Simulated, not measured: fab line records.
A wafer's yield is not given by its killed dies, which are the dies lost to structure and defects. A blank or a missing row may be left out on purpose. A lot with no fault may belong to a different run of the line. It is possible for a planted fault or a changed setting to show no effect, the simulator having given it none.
Which tool is to blame? | flow sky130 | 9 lots, 27 wafers sampled, at 6 steps of a route of 708

== WHAT THE GAUGES READ, wafer by wafer ==
SKY_CONTACT_THK_MEAS_03. Usual: for CONTACT_HDPCVD_THK the level is 567 nm and the standard deviation is 7.3.
lot  | measured     | on           | CONTACT_HDPCVD_THK (nm) | flag
L962 | day 31 10:07 | filmMetro-04 | 565 554 565             | 
L963 | day 31 21:49 | filmMetro-03 | 575 566 571             | 
L966 | day 33 11:35 | filmMetro-03 | 572 570 571             | 
L967 | day 33 13:02 | filmMetro-04 | 577 567 569             | 
L969 | day 34 12:59 | filmMetro-04 | 566 566 576             | 
L973 | day 35 11:46 | filmMetro-04 | 556 554 574             | 
L974 | day 35 19:48 | filmMetro-03 | 556 567 559             | 
L981 | day 37 17:27 | filmMetro-04 | 567 571 571             | 
L982 | day 37 17:50 | filmMetro-01 | 560 564 562             | 

SKY_METAL1_RS_MEAS_05: the measuring method here is four-point-probe. Usual: for METAL1_ALCU_RS the level is 0.1270 ohm/sq and the standard deviation is 0.0014.
lot  | measured     | on           | METAL1_ALCU_RS (ohm/sq) | flag
L962 | day 32 16:03 | filmMetro-03 | 0.1273 0.1251 0.1266    | 
L963 | day 33 02:52 | filmMetro-02 | 0.1274 0.1262 0.1278    | 
L966 | day 34 16:12 | filmMetro-03 | 0.1271 0.1272 0.1283    | 
L967 | day 34 17:43 | filmMetro-04 | 0.1285 0.1260 0.1271    | 
L969 | day 35 17:35 | filmMetro-03 | 0.1258 0.1254 0.1267    | 
L973 | day 36 15:49 | filmMetro-02 | 0.1278 0.1279 0.0689    | OFF
L974 | day 36 23:52 | filmMetro-04 | 0.1279 0.0688 0.1262    | OFF
L981 | day 38 20:31 | filmMetro-04 | 0.1281 0.1279 0.1270    | 
L982 | day 38 21:54 | filmMetro-02 | 0.1290 0.1279 0.1282    | 

SKY_METAL1_THK_MEAS_06: measures by xrf. Usual: for METAL1_ALCU_THK the level is 254.0 nm and the standard deviation is 2.7.
lot  | measured     | on           | METAL1_ALCU_THK (nm) | flag
L962 | day 32 16:10 | filmMetro-03 | 253.0 256.3 256.5    | 
L963 | day 33 02:59 | filmMetro-02 | 254.5 254.8 254.0    | 
L966 | day 34 16:19 | filmMetro-03 | 251.3 257.0 252.5    | 
L967 | day 34 17:50 | filmMetro-04 | 251.1 254.2 253.1    | 
L969 | day 35 17:41 | filmMetro-03 | 255.1 257.0 252.8    | 
L973 | day 36 15:56 | filmMetro-02 | 251.7 251.2 463.6    | OFF
L974 | day 36 23:59 | filmMetro-04 | 252.0 466.4 254.5    | OFF
L981 | day 38 20:37 | filmMetro-04 | 251.2 251.9 251.3    | 
L982 | day 38 22:01 | filmMetro-02 | 250.5 252.8 251.2    | 

== WHAT TOOL EACH LOT RAN ON (gives the tool, then ch and the chambers of the sampled wafers, and finally the start) ==
lot  | SKY_LOCAL_INTERCONNECT_ETCH_13   | SKY_CONTACT_CVD_24           | SKY_METAL1_SPUTTER_02
L962 | rieMetal-01 ch 0,1, day 31 09:14 | cvdW-02 ch 0,1, day 32 15:18 | pvdSputter-02, day 32 15:56
L963 | rieMetal-01 ch 0, day 31 20:54   | cvdW-01 ch 0,1, day 33 02:07 | pvdSputter-02, day 33 02:46
L966 | rieMetal-03 ch 0,1, day 33 10:43 | cvdW-01 ch 0,1, day 34 15:28 | pvdSputter-01, day 34 16:07
L967 | rieMetal-04 ch 0,1, day 33 12:09 | cvdW-01 ch 1, day 34 16:58   | pvdSputter-04, day 34 17:37
L969 | rieMetal-03 ch 0,1, day 34 12:05 | cvdW-01 ch 0,1, day 35 16:50 | pvdSputter-04, day 35 17:28
L973 | rieMetal-04 ch 0,1, day 35 10:52 | cvdW-02 ch 0,1, day 36 15:05 | pvdSputter-04, day 36 15:43
L974 | rieMetal-03 ch 0,1, day 35 18:53 | cvdW-01 ch 0,1, day 36 23:08 | pvdSputter-04, day 36 23:46
L981 | rieMetal-04 ch 0,1, day 37 16:08 | cvdW-01 ch 0,1, day 38 19:46 | pvdSputter-02, day 38 20:24
L982 | rieMetal-03 ch 0, day 37 16:48   | cvdW-01 ch 0,1, day 38 21:10 | pvdSputter-01, day 38 21:49
- SKY_LOCAL_INTERCONNECT_ETCH_13: etches BARC in N2/H2, stops on SiO2, time 45.9 s, target depth 60 nm.
- SKY_CONTACT_CVD_24: deposits W, target thk 340 nm, time 102.12 s.
- SKY_METAL1_SPUTTER_02: material AlCu, target thk 250 nm, time 13.3 s.

== WHAT THE TOOLS THEMSELVES READ (means of the sampled wafers that have a number; where no wafer has one, the mark that the record gives instead) ==
SKY_LOCAL_INTERCONNECT_ETCH_13. Usual: biasW 99.94 W, standard deviation 0.28; chamberPressureMTorr 29.998 mTorr, standard deviation 0.027; drypumpMotorCurrentA 5.7 A, standard deviation 0.52; h2FlowSccm 200.0 sccm, standard deviation 0.54; n2FlowSccm 99.96 sccm, standard deviation 0.29; oesProductAu 0.854 a.u., standard deviation 0.0043; rfFwdPowerW 495.3 W, standard deviation 1.8; throttleValvePct 13.224 %, standard deviation 0.0089.
lot  | tool        | biasW (W) | chamberPressureMTorr (mTorr) | drypumpMotorCurrentA (A) | h2FlowSccm (sccm) | n2FlowSccm (sccm) | oesProductAu (a.u.) | rfFwdPowerW (W) | throttleValvePct (%) | flag
L962 | rieMetal-01 | 100.08    | 29.995                       | 5.7                      | 200.5             | 99.82             | 0.850               | 494.8           | 13.217               | 
L963 | rieMetal-01 | 99.79     | 29.989                       | 5.3                      | 200.5             | 100.37            | 0.854               | 496.9           | 13.228               | 
L966 | rieMetal-03 | 99.92     | 29.973                       | 5.6                      | 200.4             | 100.06            | 0.857               | 494.5           | 13.229               | 
L967 | rieMetal-04 | 99.73     | 30.044                       | 5.3                      | 200.0             | 99.83             | 0.854               | 495.7           | 13.227               | 
L969 | rieMetal-03 | 99.62     | 29.989                       | 5.6                      | 199.6             | 99.81             | 0.847               | 493.1           | 13.232               | 
L973 | rieMetal-04 | 100.10    | 30.013                       | 5.7                      | 199.5             | 99.72             | 0.857               | 494.5           | 13.230               | 
L974 | rieMetal-03 | 99.99     | 30.020                       | 5.6                      | 200.1             | 99.83             | 0.849               | 495.3           | 13.230               | 
L981 | rieMetal-04 | 100.16    | 30.001                       | 5.4                      | 200.1             | 99.90             | 0.858               | 493.8           | 13.224               | 
L982 | rieMetal-03 | 99.95     | 29.999                       | 5.8                      | 200.3             | 100.25            | 0.851               | 495.0           | 13.228               | 

SKY_CONTACT_CVD_24. Usual: chamberPressureTorr 40.02 Torr, standard deviation 0.081; heaterPowerW 892 W, standard deviation 57.
lot  | tool    | chamberPressureTorr (Torr) | heaterPowerW (W) | flag
L962 | cvdW-02 | 40.02                      | 843              | 
L963 | cvdW-01 | 39.99                      | 947              | 
L966 | cvdW-01 | 40.00                      | 926              | 
L967 | cvdW-01 | 40.07                      | 892              | 
L969 | cvdW-01 | 40.03                      | 918              | 
L973 | cvdW-02 | 40.02                      | 834              | 
L974 | cvdW-01 | 39.96                      | 936              | 
L981 | cvdW-01 | 39.97                      | 915              | 
L982 | cvdW-01 | 40.08                      | 915              | 

SKY_METAL1_SPUTTER_02. Usual: throttleValvePct reads 29.7 % (standard deviation 0.91).
lot  | tool          | throttleValvePct (%) | flag
L962 | pvdSputter-02 | 29.6                 | 
L963 | pvdSputter-02 | 29.1                 | 
L966 | pvdSputter-01 | 29.7                 | 
L967 | pvdSputter-04 | 30.0                 | 
L969 | pvdSputter-04 | 31.0                 | 
L973 | pvdSputter-04 | 29.1                 | 
L974 | pvdSputter-04 | 30.1                 | 
L981 | pvdSputter-02 | 29.2                 | 
L982 | pvdSputter-01 | 30.1                 | 

== THE ANSWER, worked out from the rows above alone ==
Rule: lot off if the mean of its wafers having a number is beyond 3 standard deviations from the usual mean. A lot without any number at a reading at which 4 lots or more have one is off too. Any other lot the step has rows for is counted as sound. Order of review: gauges by route order, followed by the tools' own readings, for which a lot's mean as printed above is used. At the first step where some lot is off, the reading lying furthest off is the one used; lots without a number count as furthest.
Off: L973, L974, seen at SKY_METAL1_RS_MEAS_05 (METAL1_ALCU_RS).
If a tool, at a process step before that reading, ran all the lots that are off and no sound lot after the first of them, it fits. Those tools and the gauges at SKY_METAL1_RS_MEAS_05 are tried in the same way. One fits: SKY_METAL1_SPUTTER_02 on pvdSputter-04. Its last sound lot is L969 (day 35 17:28), its first lot that is off L973 (day 36 15:43): a fault that began between those two fits.

== WHAT THE SIMULATOR HAD PUT IN ==
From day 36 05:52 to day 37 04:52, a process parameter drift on pvdSputter-04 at SKY_METAL1_SPUTTER_02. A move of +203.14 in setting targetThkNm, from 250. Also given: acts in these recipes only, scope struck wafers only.
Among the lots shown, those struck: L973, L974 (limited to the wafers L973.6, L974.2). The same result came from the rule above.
